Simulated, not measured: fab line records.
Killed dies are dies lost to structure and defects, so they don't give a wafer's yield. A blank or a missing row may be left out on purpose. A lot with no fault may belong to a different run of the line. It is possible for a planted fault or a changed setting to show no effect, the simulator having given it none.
fab line records	flow sky130
record lots=6	wafers=18	last-day=51
route steps=708 shown DNWELL@35 PWDE@45 PAD_OPEN@708
lots untouched by any fault: they come from a run of this same line in which no faults occurred
start-h: the number of hours between the record's first day and the start of the first shown wafer of the lot	wait-h: how many hours have passed since the lot's step before this one	" repeats the value in the row above	L1.1+2: several wafers, shown together as one row	- either no value or no given start	* or withheld: withheld	< > ~ a bound
route shown NAME@n: names a module that has steps shown in the file, with the first one's number in the route	usual: average and standard deviation across the fault-free wafers	same: alike in all rows	chamber/n: place in a boat	sites: per-site readings	_std_site: how widely they spread, as a standard deviation	_edge_site: the outer-site mean with the inner-site mean subtracted	radius-mm: for every site, how far away it sits from the centre of the wafer	mask NAME#n: copy n	behind: the tool/chamber that last shaped the wafer	hold: reason for holding the lot/hours on hold/outcome of the hold	device: the transistor (n, p or np) that didn't switch	end of line: tests of these same wafers at the route's end	a step with no rows: only its recipe	killed: count of dies lost to structure and defects at first sort (not the wafer's yield)	map: per-die view of a wafer (x killed, . not killed, _ where there is no die)
set.NAME: the setting the step ran with; set.NAME@STEP: the setting that earlier step ran with	model.NAME: the simulator's own value behind a step, which no gauge read
a table for each step, a row for each wafer; lots at some steps of the route
services: from which hour (start-h, from the record's first day; less than 0 if before it) a tool's chamber was out of use, for how many hours, and why
## steps
# step SKY_DNWELL_DEHYDRATE_00
# recipe temp-c=200	time-s=60
# step SKY_DNWELL_HMDS_01
# recipe prime-time-s=60	prime-temp-c=120
# step SKY_DNWELL_COAT_02
# recipe spin-rpm=2000	resist-thk-nm=3000
# step SKY_DNWELL_SOFTBAKE_03
# recipe temp-c=110	time-s=withheld
# step SKY_DNWELL_EXPOSE_04
# recipe mask-id=DNM	na=0.57	target-cd-nm=3000	dose-mj=222
# step SKY_DNWELL_PEB_05
# recipe temp-c=115	time-s=withheld
# step SKY_DNWELL_DEVELOP_06
# recipe wall-angle-deg=90	developer=TMAH	develop-time-s=60	dev-temp-c=23
# step SKY_DNWELL_IMPLANT_07
# recipe species=P	energy-kev=withheld	dose-cm2=withheld	tilt-deg=withheld
# step SKY_DNWELL_STRIP_08
# recipe chemistry=O2/N2	power-w=1400	pressure-mtorr=1500	platen-temp-c=withheld	o2-flow-sccm=3000	n2-flow-sccm=300	overash-fraction=0.5
# usual drypump-motor-current-A=5.8/0.59	oes-product-au=0.723/0.0045	strip-time-to-endpoint-s=36.88/0.11
lot.wafer	tool	chamber	start-h	wait-h	drypump-motor-current-A	oes-product-au	rf-hours-counter-h	strip-time-to-endpoint-s
L731.4	plasma-asher-02	1	50.00	0.1	4.9	0.724	-	36.85
L731.5	"	0	"	"	5.8	0.718	-	36.88
L731.6	"	1	"	"	4.9	0.714	-	36.84
L740.3	plasma-asher-02	0	100.94	0.1	5.7	0.720	-	36.63
L740.4	"	1	"	"	4.9	0.720	-	36.68
L740.6	"	1	"	"	4.9	0.730	-	36.71
L749.1	plasma-asher-04	0	148.26	0.1	6.5	0.721	47	37.05
L749.2	"	1	"	"	6.0	0.731	47	37.08
L749.5	"	0	"	"	6.5	0.730	-	36.98
L751.4	plasma-asher-03	0	168.45	0.1	6.5	0.723	-	36.89
L751.5	"	1	"	"	5.5	0.716	-	36.86
L751.6	"	0	"	"	6.5	0.730	-	36.97
L753.2	plasma-asher-04	0	193.47	0.1	6.4	0.724	51	36.90
L753.5	"	0	"	"	6.5	0.718	-	36.89
L753.6	"	1	"	"	6.0	0.733	-	36.97
L754.3	plasma-asher-02	1	193.59	0.1	4.9	0.726	-	36.74
L754.5	"	1	"	"	4.9	0.726	-	36.71
L754.6	"	0	"	"	5.7	0.715	-	36.64
# step SKY_DNWELL_TW_MEAS_09
# usual DNWELL_TW=1113/7.8
lot.wafer	tool	chamber	start-h	wait-h	DNWELL_TW
L731.4	film-metro-01	-	50.10	0.1	1126
L731.5	"	-	"	"	1127
L731.6	"	-	"	"	1127
L740.3	film-metro-03	-	101.03	0.1	1117
L740.4	"	-	"	"	1119
L740.6	"	-	"	"	1120
L749.1	film-metro-04	-	148.36	0.1	1109
L749.2	"	-	"	"	1111
L749.5	"	-	"	"	1106
L751.4	film-metro-03	-	168.55	0.1	1105
L751.5	"	-	"	"	1107
L751.6	"	-	"	"	1105
L753.2	film-metro-04	-	193.58	0.1	1112
L753.5	"	-	"	"	1106
L753.6	"	-	"	"	1111
L754.3	film-metro-03	-	193.68	0.1	1110
L754.5	"	-	"	"	1111
L754.6	"	-	"	"	1101
# step SKY_PWDE_DEHYDRATE_00
# recipe temp-c=200	time-s=60
# step SKY_PWDE_HMDS_01
# recipe prime-time-s=60	prime-temp-c=120
# step SKY_PWDE_COAT_02
# recipe spin-rpm=2000	resist-thk-nm=3000
# usual chill-plate-temp-C=22.98/0.095	spin-speed-rpm=1999.7/1.4
lot.wafer	tool	chamber	start-h	wait-h	chill-plate-temp-C	spin-speed-rpm	model.coat_of_PWDE_COAT_02.thk-nm
L731.4	litho-track-04	0	56.93	0.1	23.16	1998.0	2991
L731.5	"	0	"	"	23.13	2000.6	2992
L731.6	"	0	"	"	23.06	1997.1	2981
L740.3	litho-track-03	0	109.62	0.1	22.89	1997.6	2987
L740.4	"	0	"	"	22.94	2000.1	2991
L740.6	"	0	"	"	23.04	2000.0	2989
L749.1	litho-track-03	0	157.52	0.1	23.02	2001.2	2859
L749.2	"	0	"	"	23.10	2001.7	2859
L749.5	"	0	"	"	22.97	2000.4	2857
L751.4	litho-track-03	0	177.44	0.1	23.00	2002.2	2842
L751.5	"	0	"	"	23.08	1999.0	2856
L751.6	"	0	"	"	22.95	2001.5	2838
L753.2	litho-track-02	0	204.75	0.1	22.92	2000.1	3006
L753.5	"	0	"	"	22.94	1998.8	2998
L753.6	"	0	"	"	23.00	1999.2	3004
L754.3	litho-track-04	0	205.26	0.1	22.85	1998.5	3009
L754.5	"	0	"	"	22.99	1997.9	3002
L754.6	"	0	"	"	22.96	2001.3	3003
# step SKY_PWDE_SOFTBAKE_03
# recipe temp-c=110	time-s=withheld
# step SKY_PWDE_EXPOSE_04
# recipe mask-id=PWDEM	na=0.6	source-shape=conventional	sigma-outer=0.6	polarization=unpolarized	target-cd-nm=840	dose-mj=214
# step SKY_PWDE_PEB_05
# recipe temp-c=115	time-s=withheld
# step SKY_PWDE_DEVELOP_06
# recipe wall-angle-deg=90	developer=TMAH	develop-time-s=60	dev-temp-c=23
# usual chill-plate-temp-C=22.99/0.12	developer-temp-C=23.00/0.11
lot.wafer	tool	chamber	start-h	wait-h	chill-plate-temp-C	developer-temp-C	model.coat_of_PWDE_COAT_02.thk-nm
L731.4	litho-track-03	0	-	-	22.83	22.98	2987
L731.5	"	0	"	"	22.82	23.00	2988
L731.6	"	0	"	"	23.16	23.10	2977
L740.3	litho-track-04	0	-	-	23.10	23.05	2983
L740.4	"	0	"	"	23.08	23.20	2987
L740.6	"	0	"	"	23.05	23.13	2985
L749.1	litho-track-02	0	-	-	23.08	23.04	2855
L749.2	"	0	"	"	23.10	23.12	2854
L749.5	"	0	"	"	23.12	22.85	2853
L751.4	litho-track-03	0	-	-	23.00	22.99	2838
L751.5	"	0	"	"	22.86	22.87	2852
L751.6	"	0	"	"	22.89	22.96	2834
L753.2	litho-track-03	0	-	-	22.86	22.86	3002
L753.5	"	0	"	"	22.84	23.00	2993
L753.6	"	0	"	"	22.71	23.16	3000
L754.3	litho-track-02	0	-	-	22.95	22.83	3004
L754.5	"	0	"	"	22.91	22.90	2998
L754.6	"	0	"	"	22.67	22.87	2999
# step SKY_PWDE_OVL_MEAS_07
# usual PWDE_OVL=-0.5/1.4
lot.wafer	tool	chamber	start-h	wait-h	PWDE_OVL[nm]
L731.4	overlay-01	-	69.99	-	0.7
L731.5	"	-	"	"	0.6
L731.6	"	-	"	"	-0.8
L740.3	overlay-01	-	119.32	-	-1.1
L740.4	"	-	"	"	-1.7
L740.6	"	-	"	"	-0.3
L749.1	overlay-01	-	167.17	-	-0.2
L749.2	"	-	"	"	-1.4
L749.5	"	-	"	"	0.0
L751.4	overlay-02	-	187.08	-	2.4
L751.5	"	-	"	"	1.3
L751.6	"	-	"	"	-0.7
L753.2	overlay-01	-	215.52	-	-1.3
L753.5	"	-	"	"	-0.4
L753.6	"	-	"	"	-1.6
L754.3	overlay-02	-	215.53	-	-0.8
L754.5	"	-	"	"	-1.2
L754.6	"	-	"	"	-0.6
# step SKY_PWDE_IMPLANT_08
# recipe species=B	energy-kev=148.3	dose-cm2=3.6e+12	tilt-deg=withheld
# step SKY_PWDE_STRIP_09
# recipe chemistry=O2/N2	power-w=1400	pressure-mtorr=1500	platen-temp-c=withheld	o2-flow-sccm=3000	n2-flow-sccm=300	overash-fraction=0.5
# usual drypump-motor-current-A=5.9/0.46	oes-product-au=0.723/0.0045	strip-time-to-endpoint-s=36.85/0.099
lot.wafer	tool	chamber	start-h	wait-h	drypump-motor-current-A	oes-product-au	rf-hours-counter-h	strip-time-to-endpoint-s
L731.4	plasma-asher-01	1	70.19	0.1	5.9	0.718	-	36.81
L731.5	"	0	"	"	5.5	0.731	-	36.82
L731.6	"	1	"	"	5.9	0.728	-	36.69
L740.3	plasma-asher-04	0	119.53	0.1	6.4	0.723	-	36.76
L740.4	"	1	"	"	5.9	0.723	-	36.80
L740.6	"	0	"	"	6.5	0.723	-	36.78
L749.1	plasma-asher-04	1	167.36	0.1	6.0	0.724	49	35.27
L749.2	"	0	"	"	6.5	0.718	49	35.28
L749.5	"	0	"	"	6.4	0.716	-	35.29
L751.4	plasma-asher-04	0	187.29	0.1	6.5	0.715	-	35.12
L751.5	"	0	"	"	6.5	0.716	-	35.26
L751.6	"	1	"	"	6.0	0.715	-	35.07
L753.2	plasma-asher-04	1	215.70	0.1	6.0	0.726	53	36.99
L753.5	"	0	"	"	6.4	0.731	-	36.88
L753.6	"	1	"	"	6.0	0.733	-	36.97
L754.3	plasma-asher-01	0	215.74	0.1	5.5	0.725	-	37.01
L754.5	"	1	"	"	5.9	0.719	-	36.93
L754.6	"	0	"	"	5.5	0.723	-	36.94
# step SKY_PWDE_TW_MEAS_10
# usual PWDE_TW=373.7/2.4
lot.wafer	tool	chamber	start-h	wait-h	PWDE_TW
L731.4	film-metro-04	-	70.28	0.1	372.9
L731.5	"	-	"	"	372.5
L731.6	"	-	"	"	371.1
L740.3	film-metro-03	-	119.62	0.1	375.5
L740.4	"	-	"	"	372.6
L740.6	"	-	"	"	374.4
L749.1	film-metro-01	-	167.46	0.1	373.3
L749.2	"	-	"	"	374.5
L749.5	"	-	"	"	375.9
L751.4	film-metro-04	-	187.38	0.1	369.9
L751.5	"	-	"	"	368.2
L751.6	"	-	"	"	368.8
L753.2	film-metro-03	-	215.81	0.1	372.5
L753.5	"	-	"	"	374.9
L753.6	"	-	"	"	372.1
L754.3	film-metro-04	-	215.83	0.1	371.9
L754.5	"	-	"	"	373.1
L754.6	"	-	"	"	370.7
# step SKY_PAD_OPEN_PROBE_99
# usual killed_at_M0_to_M3=44/6.8	killed_at_M4_up=2.9/1.9	killed-at-contacts=24/5.2	killed-at-front-end=16/4.1	killed-at-other=0.4/0.74	killed-dies=88/9.1	killed-open=48/7.2	killed-short=39/5.6
# same gross-dies=492	killed-at-back-side=0
lot.wafer	tool	chamber	start-h	wait-h	killed_at_M0_to_M3	killed_at_M4_up	killed-at-contacts	killed-at-front-end	killed-at-other	killed-dies	killed-open	killed-short	model.etest.res_p_drift_20v.width-nm
L731.4	prober-02	-	1069.83	0.2	34	1	15	12	1	63	32	31	839.1
L731.5	prober-02	-	1069.88	0.2	39	5	20	13	1	78	40	38	844.3
L731.6	prober-02	-	1069.93	0.2	41	5	15	7	0	68	37	30	840.2
L740.3	prober-02	-	1132.05	0.2	39	1	19	16	0	75	41	34	829.5
L740.4	prober-02	-	1132.10	0.2	34	2	32	14	0	82	42	39	829.7
L740.6	prober-02	-	1132.20	0.2	42	1	18	18	0	79	42	37	830.5
L749.1	prober-02	-	1172.77	0.1	37	3	20	11	1	72	37	35	850.4
L749.2	prober-02	-	1172.82	0.1	30	2	27	18	0	77	36	41	849.4
L749.5	prober-02	-	1172.97	0.2	39	3	26	7	0	75	40	35	848.6
L751.4	prober-02	-	1190.13	0.2	45	2	19	16	0	82	45	37	846.7
L751.5	prober-02	-	1190.18	0.2	52	4	28	16	0	100	55	45	842.8
L751.6	prober-02	-	1190.23	0.2	45	3	22	20	0	90	43	47	848.7
L754.3	prober-01	-	1216.07	0.2	60	6	23	23	0	112	65	47	838.1
L754.5	prober-01	-	1216.17	0.2	47	4	30	11	2	94	56	38	839.4
L754.6	prober-01	-	1216.22	0.2	37	4	23	18	0	82	44	38	834.1
L753.2	prober-02	-	1217.52	0.1	40	5	23	18	3	89	47	42	840.6
L753.5	prober-02	-	1217.67	0.2	37	3	30	19	0	89	46	43	838.6
L753.6	prober-02	-	1217.72	0.2	47	5	34	16	0	102	67	35	843
# killed by level:class
L731.4 CONTACT:geometric-particle:open=8 VIA1:geometric-particle:open=6 VIA2:geometric-particle:short=6 FIELD_ISO:geometric-particle:short=5 VIA3:geometric-particle:open=5 LI_CONTACT:geometric-particle:open=4 VIA1:geometric-particle:short=3 VIA2:geometric-particle:open=3
L731.5 VIA1:geometric-particle:open=10 CONTACT:geometric-particle:open=8 METAL1:geometric-particle:short=7 LI_CONTACT:geometric-particle:open=6 VIA2:geometric-particle:open=5 METAL2:geometric-particle:short=5 METAL4:geometric-particle:short=4 SPACER:geometric-particle:short=3
L731.6 VIA1:geometric-particle:open=12 CONTACT:geometric-particle:open=8 METAL2:geometric-particle:short=7 VIA3:geometric-particle:open=7 CONTACT:geometric-particle:short=4 VIA1:geometric-particle:short=3 VIA2:geometric-particle:open=3 VIA3:geometric-particle:short=3
L740.3 VIA3:geometric-particle:open=9 VIA1:geometric-particle:open=9 LI_CONTACT:geometric-particle:open=6 METAL1:geometric-particle:short=5 FIELD_ISO:geometric-particle:short=4 VIA1:geometric-particle:short=4 CONTACT:geometric-particle:open=4 POLY_GATE:geometric-particle:open=3
L740.4 CONTACT:geometric-particle:open=15 VIA1:geometric-particle:open=7 LI_CONTACT:geometric-particle:open=7 FIELD_ISO:geometric-particle:short=6 METAL1:geometric-particle:short=5 LOCAL_INTERCONNECT:geometric-particle:short=5 VIA3:geometric-particle:open=5 VIA2:geometric-particle:open=4
L740.6 VIA1:geometric-particle:open=9 LI_CONTACT:geometric-particle:open=6 LOCAL_INTERCONNECT:geometric-particle:short=6 VIA2:geometric-particle:open=6 VIA3:geometric-particle:open=6 FIELD_ISO:geometric-particle:open=5 METAL2:geometric-particle:short=5 FIELD_ISO:geometric-particle:short=4
L749.1 VIA1:geometric-particle:open=9 CONTACT:geometric-particle:open=6 CONTACT:geometric-particle:short=5 VIA3:geometric-particle:open=5 VIA1:geometric-particle:short=4 VIA2:geometric-particle:open=4 SPACER:geometric-particle:short=3 LI_CONTACT:geometric-particle:open=3
L749.2 CONTACT:geometric-particle:open=11 LI_CONTACT:geometric-particle:open=6 CONTACT:geometric-particle:short=6 METAL2:geometric-particle:short=6 FIELD_ISO:geometric-particle:open=5 POLY_GATE:geometric-particle:short=5 VIA1:geometric-particle:open=5 METAL1:geometric-particle:short=4
L749.5 VIA1:geometric-particle:open=12 LI_CONTACT:geometric-particle:open=7 CONTACT:geometric-particle:open=7 METAL1:geometric-particle:short=7 LOCAL_INTERCONNECT:geometric-particle:short=5 VIA3:geometric-particle:open=5 LI_CONTACT:geometric-particle:short=4 CONTACT:geometric-particle:short=3
L751.4 VIA1:geometric-particle:open=12 METAL1:geometric-particle:short=10 LI_CONTACT:geometric-particle:open=6 VIA2:geometric-particle:open=5 POLY_GATE:geometric-particle:open=4 CONTACT:geometric-particle:short=4 CONTACT:geometric-particle:open=4 VIA3:geometric-particle:open=4
L751.5 VIA1:geometric-particle:open=17 LI_CONTACT:geometric-particle:open=14 METAL1:geometric-particle:short=7 CONTACT:geometric-particle:open=6 METAL3:geometric-particle:short=5 VIA2:geometric-particle:open=5 POLY_GATE:geometric-particle:short=5 CONTACT:geometric-particle:short=5
L751.6 LI_CONTACT:geometric-particle:open=8 METAL1:geometric-particle:short=8 POLY_GATE:geometric-particle:short=7 CONTACT:geometric-particle:short=7 VIA3:geometric-particle:open=7 VIA2:geometric-particle:open=7 VIA1:geometric-particle:open=6 POLY_GATE:geometric-particle:open=5
L754.3 VIA1:geometric-particle:open=17 METAL1:geometric-particle:short=12 LI_CONTACT:geometric-particle:open=9 VIA3:geometric-particle:open=8 VIA2:geometric-particle:open=7 CONTACT:geometric-particle:open=6 FIELD_ISO:geometric-particle:short=5 FIELD_ISO:geometric-particle:open=5
L754.5 VIA1:geometric-particle:open=14 LI_CONTACT:geometric-particle:open=9 CONTACT:geometric-particle:open=9 METAL2:geometric-particle:short=9 VIA2:geometric-particle:open=6 VIA3:geometric-particle:open=6 CONTACT:geometric-particle:short=5 FIELD_ISO:geometric-particle:short=4
L754.6 LI_CONTACT:geometric-particle:open=8 VIA1:geometric-particle:open=8 CONTACT:geometric-particle:short=6 VIA1:geometric-particle:short=5 VIA3:geometric-particle:open=5 CONTACT:geometric-particle:open=4 POLY_GATE:geometric-particle:short=4 METAL3:geometric-particle:short=4
L753.2 VIA1:geometric-particle:open=11 LI_CONTACT:geometric-particle:open=9 CONTACT:geometric-particle:open=8 METAL2:geometric-particle:short=7 VIA2:geometric-particle:open=6 FIELD_ISO:geometric-particle:short=4 FIELD_ISO:geometric-particle:open=4 POLY_GATE:geometric-particle:short=4
L753.5 LOCAL_INTERCONNECT:geometric-particle:short=8 CONTACT:geometric-particle:open=8 METAL2:geometric-particle:short=7 VIA1:geometric-particle:open=7 POLY_GATE:geometric-particle:open=6 POLY_GATE:geometric-particle:short=6 VIA2:geometric-particle:open=6 LI_CONTACT:geometric-particle:open=5
L753.6 CONTACT:geometric-particle:open=18 VIA1:geometric-particle:open=10 LI_CONTACT:geometric-particle:open=9 VIA3:geometric-particle:open=7 CONTACT:geometric-particle:short=6 METAL2:geometric-particle:short=6 VIA2:geometric-particle:open=6 FIELD_ISO:geometric-particle:open=5
## services
tool	chamber	start-h	hours	kind
plasma-asher-02	-	108.75	9.0	pm
plasma-asher-02	0	108.75	9.0	vent-cycle
plasma-asher-02	1	108.75	9.0	vent-cycle
plasma-asher-03	-	114.12	0.9	repair
plasma-asher-02	0	117.75	-	clean
plasma-asher-02	1	117.75	-	clean
plasma-asher-02	-	143.48	1.0	repair
plasma-asher-04	-	153.00	2.8	pm
litho-track-02	-	180.35	-	consumable-replace:filter
plasma-asher-04	-	184.13	0.9	repair
plasma-asher-01	-	193.14	4.3	pm
plasma-asher-04	-	196.42	8.0	repair
plasma-asher-01	-	199.96	8.8	repair
plasma-asher-03	-	207.13	0.5	repair
plasma-asher-01	-	207.85	0.4	repair
## key
first-sign step=SKY_PWDE_STRIP_09	reading=strip-time-to-endpoint-s	direction=down	sigmas=17	usual=*	struck=*
effect none on later readings
model-effect step=SKY_PWDE_COAT_02	value=coat_of_PWDE_COAT_02.thk-nm	without=2993	struck=2852
model-effect step=SKY_PWDE_DEVELOP_06	value=coat_of_PWDE_COAT_02.thk-nm	without=2989	struck=2848
model-effect step=SKY_PAD_OPEN_PROBE_99	value=etest.res_p_drift_20v.width-nm	without=835.2	struck=847.7
met-at SKY_PWDE_COAT_02
struck-wafers L749.1,L749.2,L749.5,L751.4,L751.5,L751.6
tester-left-out L749,L751
onset-between 109.62 157.52
fault kind=process-parameter-drift	tool=litho-track-03	chamber=-	onset-h=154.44	steps=SKY_PWDE_COAT_02	channel=resist-thk-nm	offset=-141.14	shape=step	end-h=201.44	acts-in=these-recipes-only	stated=3000
# tester-left-out: of these lots the tester's yield and bins aren't shown, on N5 and GAA mostly nor the transistor test; their killed dies are dies lost to structure and defects alone, not to doping, threshold or leakage, so they don't give the yield
